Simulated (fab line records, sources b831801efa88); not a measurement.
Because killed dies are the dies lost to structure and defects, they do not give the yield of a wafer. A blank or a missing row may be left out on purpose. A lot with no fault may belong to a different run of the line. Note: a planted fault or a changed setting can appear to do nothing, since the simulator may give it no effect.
Which tool did it? / flow sky130 / 45 wafers from 15 lots sampled at 5 of the route's 708 steps

## WHAT EACH GAUGE READ, for each wafer
SKY_RES_XHIGH_TW_MEAS_09.
lot=L589; measured=day 26 20:23; on=filmMetro-04; RES_XHIGH_TW=1649 1652 1640
lot=L590; measured=day 27 06:28; on=filmMetro-04; RES_XHIGH_TW=1649 1649 1647
lot=L592; measured=day 27 23:34; on=filmMetro-01; RES_XHIGH_TW=1660 1656 1653
lot=L595; measured=day 29 07:55; on=filmMetro-01; RES_XHIGH_TW=1671 1673 1674
lot=L596; measured=day 30 04:05; on=filmMetro-04; RES_XHIGH_TW=1652 1634 1638
lot=L599; measured=day 31 03:25; on=filmMetro-03; RES_XHIGH_TW=1649 1657 1652
lot=L601; measured=day 31 15:07; on=filmMetro-04; RES_XHIGH_TW=30 30 30
lot=L602; measured=day 31 20:16; on=filmMetro-01; RES_XHIGH_TW=30 30 30
lot=L603; measured=day 32 01:26; on=filmMetro-04; RES_XHIGH_TW=30 30 30
lot=L604; measured=day 32 06:25; on=filmMetro-01; RES_XHIGH_TW=1662 1673 1675
lot=L607; measured=day 33 08:34; on=filmMetro-03; RES_XHIGH_TW=1666 1666 1661
lot=L608; measured=day 33 11:40; on=filmMetro-01; RES_XHIGH_TW=1667 1657 1669
lot=L609; measured=day 34 02:58; on=filmMetro-01; RES_XHIGH_TW=1657 1663 1663
lot=L610; measured=day 34 20:43; on=filmMetro-04; RES_XHIGH_TW=1642 1640 1659
lot=L611; measured=day 34 20:14; on=filmMetro-04; RES_XHIGH_TW=1655 1646 1655

SKY_SD_N_OVL_MEAS_08.
lot=L589; measured=day 28 00:56; on=overlay-01; SD_N_OVL (nm)=-1.5 -0.4 1.2
lot=L590; measured=day 28 10:55; on=overlay-01; SD_N_OVL (nm)=0.7 -0.1 1.4
lot=L592; measured=day 29 03:54; on=overlay-02; SD_N_OVL (nm)=1.0 2.7 -0.1
lot=L595; measured=day 30 11:41; on=overlay-01; SD_N_OVL (nm)=-2.8 -2.8 0.5
lot=L596; measured=day 31 07:39; on=overlay-01; SD_N_OVL (nm)=-2.9 -0.7 -1.3
lot=L599; measured=day 32 06:15; on=overlay-02; SD_N_OVL (nm)=0.0 -0.8 -1.5
lot=L601; measured=day 32 19:48; on=overlay-02; SD_N_OVL (nm)=1.3 -1.6 -1.8
lot=L602; measured=day 33 00:20; on=overlay-02; SD_N_OVL (nm)=-1.3 -0.2 0.5
lot=L603; measured=day 33 04:33; on=overlay-01; SD_N_OVL (nm)=0.5 0.9 0.7
lot=L604; measured=day 33 09:57; on=overlay-02; SD_N_OVL (nm)=2.3 1.6 -1.1
lot=L607; measured=day 34 11:03; on=overlay-02; SD_N_OVL (nm)=-0.1 0.0 0.5
lot=L608; measured=day 34 14:00; on=overlay-02; SD_N_OVL (nm)=-3.8 -2.7 -3.4
lot=L609; measured=day 35 05:39; on=overlay-02; SD_N_OVL (nm)=-1.2 -0.1 -1.1
lot=L610; measured=day 35 23:05; on=overlay-02; SD_N_OVL (nm)=-0.9 0.3 0.5
lot=L611; measured=day 35 22:26; on=overlay-02; SD_N_OVL (nm)=0.6 1.6 -0.8

SKY_SD_N_TW_MEAS_12.
lot=L589; measured=day 28 01:23; on=filmMetro-01; SD_N_TW=4019 4059 4052
lot=L590; measured=day 28 11:21; on=filmMetro-03; SD_N_TW=4028 4031 4037
lot=L592; measured=day 29 04:20; on=filmMetro-04; SD_N_TW=4010 4035 4022
lot=L595; measured=day 30 12:08; on=filmMetro-04; SD_N_TW=4005 3996 4010
lot=L596; measured=day 31 08:05; on=filmMetro-04; SD_N_TW=3963 3972 3995
lot=L599; measured=day 32 06:41; on=filmMetro-03; SD_N_TW=4061 4059 4060
lot=L601; measured=day 32 20:14; on=filmMetro-04; SD_N_TW=4023 4015 4007
lot=L602; measured=day 33 00:46; on=filmMetro-03; SD_N_TW=4028 4028 4046
lot=L603; measured=day 33 04:59; on=filmMetro-04; SD_N_TW=3988 4007 3991
lot=L604; measured=day 33 10:23; on=filmMetro-01; SD_N_TW=4055 4051 4053
lot=L607; measured=day 34 11:29; on=filmMetro-03; SD_N_TW=4001 4022 4014
lot=L608; measured=day 34 14:26; on=filmMetro-03; SD_N_TW=4028 4026 4034
lot=L609; measured=day 35 06:05; on=filmMetro-03; SD_N_TW=4035 4034 4049
lot=L610; measured=day 35 23:31; on=filmMetro-04; SD_N_TW=4017 4039 4005
lot=L611; measured=day 35 22:53; on=filmMetro-01; SD_N_TW=4054 4038 4038

## WHAT TOOL EACH LOT RAN ON (gives the tool, then ch and the chambers of the sampled wafers, and finally the start)
lot=L589; SKY_POLY_GATE_ETCH_17=rieSi-02 ch 0,1,3, day 16 16:24; SKY_RES_XHIGH_DEVELOP_06=lithoTrack-02 ch 0, day 26 19:59
lot=L590; SKY_POLY_GATE_ETCH_17=rieSi-01 ch 0,2,3, day 17 03:01; SKY_RES_XHIGH_DEVELOP_06=lithoTrack-03 ch 0, day 27 06:05
lot=L592; SKY_POLY_GATE_ETCH_17=rieSi-02 ch 0,1,2, day 17 16:33; SKY_RES_XHIGH_DEVELOP_06=lithoTrack-03 ch 0, day 27 23:10
lot=L595; SKY_POLY_GATE_ETCH_17=rieSi-01 ch 0,2,3, day 19 07:13; SKY_RES_XHIGH_DEVELOP_06=lithoTrack-02 ch 0, day 29 07:31
lot=L596; SKY_POLY_GATE_ETCH_17=rieSi-01 ch 0,1, day 19 23:28; SKY_RES_XHIGH_DEVELOP_06=lithoTrack-02 ch 0, day 30 03:41
lot=L599; SKY_POLY_GATE_ETCH_17=rieSi-01 ch 0,2,3, day 21 01:40; SKY_RES_XHIGH_DEVELOP_06=lithoTrack-03 ch 0, day 31 03:01
lot=L601; SKY_POLY_GATE_ETCH_17=rieSi-02 ch 1,3, day 21 15:04; SKY_RES_XHIGH_DEVELOP_06=lithoTrack-01, day 31 14:43
lot=L602; SKY_POLY_GATE_ETCH_17=rieSi-01 ch 0,1,3, day 21 23:25; SKY_RES_XHIGH_DEVELOP_06=lithoTrack-03, day 31 19:52
lot=L603; SKY_POLY_GATE_ETCH_17=rieSi-02 ch 0,1,3, day 22 05:19; SKY_RES_XHIGH_DEVELOP_06=lithoTrack-01, day 32 01:03
lot=L604; SKY_POLY_GATE_ETCH_17=rieSi-01 ch 1,3, day 22 13:04; SKY_RES_XHIGH_DEVELOP_06=lithoTrack-03 ch 0, day 32 06:01
lot=L607; SKY_POLY_GATE_ETCH_17=rieSi-02 ch 0,1,3, day 23 14:46; SKY_RES_XHIGH_DEVELOP_06=lithoTrack-01 ch 0, day 33 08:10
lot=L608; SKY_POLY_GATE_ETCH_17=rieSi-01 ch 0,1,2, day 23 18:28; SKY_RES_XHIGH_DEVELOP_06=lithoTrack-03 ch 0, day 33 11:16
lot=L609; SKY_POLY_GATE_ETCH_17=rieSi-01 ch 0,1, day 24 11:28; SKY_RES_XHIGH_DEVELOP_06=lithoTrack-03 ch 0, day 34 02:34
lot=L610; SKY_POLY_GATE_ETCH_17=rieSi-02 ch 1,3, day 25 03:40; SKY_RES_XHIGH_DEVELOP_06=lithoTrack-03 ch 0, day 34 20:19
lot=L611; SKY_POLY_GATE_ETCH_17=rieSi-01 ch 1,3, day 25 05:12; SKY_RES_XHIGH_DEVELOP_06=lithoTrack-01 ch 0, day 34 19:52
- SKY_POLY_GATE_ETCH_17: etches poly-Si in HBr/Cl2, stops on SiO2, target depth 180 nm, time 70.5 s.
- SKY_RES_XHIGH_DEVELOP_06: develop time 60 s.

## WHAT THE TOOLS THEMSELVES READ (means of the sampled wafers that have a number; where no wafer has one, the mark that the record gives instead)
SKY_POLY_GATE_ETCH_17.
lot=L589; tool=rieSi-02; biasW (W)=99.98; drypumpMotorCurrentA (A)=6.0; mfcCl2Sccm (sccm)=50.01; oesProductAu (a.u.)=0.992; throttleValvePct (%)=33.672
lot=L590; tool=rieSi-01; biasW (W)=99.80; drypumpMotorCurrentA (A)=5.5; mfcCl2Sccm (sccm)=50.01; oesProductAu (a.u.)=0.985; throttleValvePct (%)=33.676
lot=L592; tool=rieSi-02; biasW (W)=99.95; drypumpMotorCurrentA (A)=5.8; mfcCl2Sccm (sccm)=50.05; oesProductAu (a.u.)=0.986; throttleValvePct (%)=33.680
lot=L595; tool=rieSi-01; biasW (W)=99.90; drypumpMotorCurrentA (A)=5.5; mfcCl2Sccm (sccm)=49.93; oesProductAu (a.u.)=0.985; throttleValvePct (%)=33.680
lot=L596; tool=rieSi-01; biasW (W)=99.99; drypumpMotorCurrentA (A)=5.8; mfcCl2Sccm (sccm)=50.11; oesProductAu (a.u.)=0.993; throttleValvePct (%)=33.684
lot=L599; tool=rieSi-01; biasW (W)=99.72; drypumpMotorCurrentA (A)=5.5; mfcCl2Sccm (sccm)=50.14; oesProductAu (a.u.)=0.990; throttleValvePct (%)=33.683
lot=L601; tool=rieSi-02; biasW (W)=99.89; drypumpMotorCurrentA (A)=6.0; mfcCl2Sccm (sccm)=50.06; oesProductAu (a.u.)=0.997; throttleValvePct (%)=33.681
lot=L602; tool=rieSi-01; biasW (W)=100.07; drypumpMotorCurrentA (A)=5.8; mfcCl2Sccm (sccm)=50.01; oesProductAu (a.u.)=0.988; throttleValvePct (%)=33.688
lot=L603; tool=rieSi-02; biasW (W)=99.87; drypumpMotorCurrentA (A)=6.0; mfcCl2Sccm (sccm)=50.05; oesProductAu (a.u.)=0.994; throttleValvePct (%)=33.689
lot=L604; tool=rieSi-01; biasW (W)=100.17; drypumpMotorCurrentA (A)=6.1; mfcCl2Sccm (sccm)=49.98; oesProductAu (a.u.)=0.982; throttleValvePct (%)=33.680
lot=L607; tool=rieSi-02; biasW (W)=100.18; drypumpMotorCurrentA (A)=6.0; mfcCl2Sccm (sccm)=49.92; oesProductAu (a.u.)=0.989; throttleValvePct (%)=33.680
lot=L608; tool=rieSi-01; biasW (W)=100.20; drypumpMotorCurrentA (A)=5.5; mfcCl2Sccm (sccm)=49.95; oesProductAu (a.u.)=0.999; throttleValvePct (%)=33.687
lot=L609; tool=rieSi-01; biasW (W)=100.06; drypumpMotorCurrentA (A)=5.8; mfcCl2Sccm (sccm)=50.10; oesProductAu (a.u.)=0.996; throttleValvePct (%)=33.675
lot=L610; tool=rieSi-02; biasW (W)=100.05; drypumpMotorCurrentA (A)=5.9; mfcCl2Sccm (sccm)=49.92; oesProductAu (a.u.)=0.984; throttleValvePct (%)=33.681
lot=L611; tool=rieSi-01; biasW (W)=99.99; drypumpMotorCurrentA (A)=6.1; mfcCl2Sccm (sccm)=49.79; oesProductAu (a.u.)=0.983; throttleValvePct (%)=33.686

SKY_RES_XHIGH_DEVELOP_06.
lot=L589; tool=lithoTrack-02; chillPlateTempC (C)=22.99
lot=L590; tool=lithoTrack-03; chillPlateTempC (C)=23.08
lot=L592; tool=lithoTrack-03; chillPlateTempC (C)=22.91
lot=L595; tool=lithoTrack-02; chillPlateTempC (C)=22.94
lot=L596; tool=lithoTrack-02; chillPlateTempC (C)=23.00
lot=L599; tool=lithoTrack-03; chillPlateTempC (C)=22.94
lot=L601; tool=lithoTrack-01; chillPlateTempC (C)=-
lot=L602; tool=lithoTrack-03; chillPlateTempC (C)=-
lot=L603; tool=lithoTrack-01; chillPlateTempC (C)=-
lot=L604; tool=lithoTrack-03; chillPlateTempC (C)=23.01
lot=L607; tool=lithoTrack-01; chillPlateTempC (C)=23.04
lot=L608; tool=lithoTrack-03; chillPlateTempC (C)=23.03
lot=L609; tool=lithoTrack-03; chillPlateTempC (C)=23.01
lot=L610; tool=lithoTrack-03; chillPlateTempC (C)=23.05
lot=L611; tool=lithoTrack-01; chillPlateTempC (C)=22.99

## THE ANSWER, worked out from the rows above alone
Rule: the lots themselves supply what counts as usual. Put in order of their means at a reading, lots are off if they are a third of the lots or fewer, leave a main group of 4 or more, and stand apart from it by a gap of 3 or more times the standard deviation of the main group's means; of several such gaps the widest counts. A main group is skipped when, at the precision printed for the reading in the tables above, its means are all equal. A lot without any number at a reading at which 4 lots or more have one is off too. All remaining lots with rows at the step are treated as sound. First the gauges in route order, then the tools' own readings, where a lot's mean is used as printed above. The first step at which some lot is off is used, and at that step the reading that is off furthest; a lot without a number counts as furthest.
Off: L601, L602, L603, seen at SKY_RES_XHIGH_TW_MEAS_09 (RES_XHIGH_TW). For the main group the mean is 1656 and the standard deviation 9.6.
If a tool, at a process step before that reading, ran all the lots that are off and no sound lot after the first of them, it fits. Not tried: the gauges at SKY_RES_XHIGH_TW_MEAS_09; whatever is off there is also off at SKY_RES_XHIGH_DEVELOP_06, on other tools, and gauge error can't account for it. None of those tried fits.

## WHAT THE SIMULATOR HAD PUT IN
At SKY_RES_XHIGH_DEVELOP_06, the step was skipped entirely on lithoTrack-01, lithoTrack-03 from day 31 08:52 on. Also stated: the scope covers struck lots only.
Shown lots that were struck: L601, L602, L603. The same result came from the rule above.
